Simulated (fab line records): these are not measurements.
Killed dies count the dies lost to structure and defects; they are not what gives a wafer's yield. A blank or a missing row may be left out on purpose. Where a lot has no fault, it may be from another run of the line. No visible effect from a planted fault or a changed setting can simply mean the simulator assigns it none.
Comparing a struck lot with a sound one / flow sky130 / 14 out of 708 route steps
Sound: the wafers L153.1, L153.2, L153.4. Struck: wafers L165.3, L165.4, L165.6. The cause is named last.
Each step with rows lists, per side, the tool, then ch with its chambers, then its first start. Under that, the readings that differ: sound wafers / struck wafers / difference of the means / sigmas: that difference in standard deviations of wafers without a fault.
alike: same words and numbers on both sides, and readings whose means sit less than 2 such deviations apart. not compared: any withheld reading, any reading some wafer has no value for, any bound like >300 that may hide the same value, and any number with overlapping values for which the record gives no deviation.
A row with sigmas, a row that says differs or no value, or rows on one side alone: a step with any of these is where the two part. Numbers that have no deviation but don't overlap get no sigmas and don't part them. Lack of a reading on every wafer of one side parts them only where that side has two or more wafers.

SKY_SONOS_TUNNEL_TW_MEAS_12:
  sound on film_metro-02 at day 11 11:21; struck on film_metro-04 at day 16 14:51
  alike: SONOS_TUNNEL_TW
then, 2 steps without rows for these wafers: SKY_SONOS_TUNNEL_CLEAN_13 (cleans in dHF, time 20 s); SKY_SONOS_ONO_OXIDATION_00 (stabilise 600 s, purge 300 s, target thk 2.6 nm).
SKY_SONOS_ONO_THK_MEAS_01:
  sound on film_metro-02 at day 11 16:22; struck on film_metro-01 at day 16 16:47
  alike: SONOS_ONO_OXIDATION_THK
then, 1 step without rows for these wafers: SKY_SONOS_ONO_CVD_02 (deposits Si3N4 from DCS/NH3, target thk 10.5 nm, time 180 s).
SKY_SONOS_ONO_THK_MEAS_03:
  sound on film_metro-01 at day 11 18:29; struck on film_metro-02 at day 16 18:24
  alike: SONOS_ONO_CVD_02_THK
then, 1 step without rows for these wafers: SKY_SONOS_ONO_CVD_04 (deposits SiO2 from SiH4/N2O, target thk 5.7199 nm).
SKY_SONOS_ONO_THK_MEAS_05:
  sound on film_metro-03 at day 11 19:47; struck on film_metro-01 at day 16 19:43
  alike: SONOS_ONO_CVD_04_THK
then, 4 steps without rows for these wafers: SKY_SONOS_ONO_DEHYDRATE_06 (time 60 s); SKY_SONOS_ONO_HMDS_07 (prime time 60 s); SKY_SONOS_ONO_COAT_08 (resist thk 1140 nm); SKY_SONOS_ONO_SOFTBAKE_09 (time 60 s).
SKY_SONOS_ONO_EXPOSE_10: exposes mask ONOM, target cd 410 nm.
  struck on iline_stepper-01, day 17 10:06; sound on iline_stepper-01 ch 0, day 12 07:39
  no value came back on the struck wafers for exposure_dose_mJ_cm2, focus_offset_nm (nm); on the sound wafers exposure_dose_mJ_cm2 reads 149.74 149.95 149.85
  alike: mask
after that, 1 step had no rows for these wafers: SKY_SONOS_ONO_PEB_11.

WHERE THEY PART
At SKY_SONOS_ONO_EXPOSE_10 and nowhere else, as far as this record goes.

WHY: what had been put in by the simulator
Skipped step whole: iline_stepper-01, from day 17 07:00 on, at SKY_SONOS_ONO_EXPOSE_10. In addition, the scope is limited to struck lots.
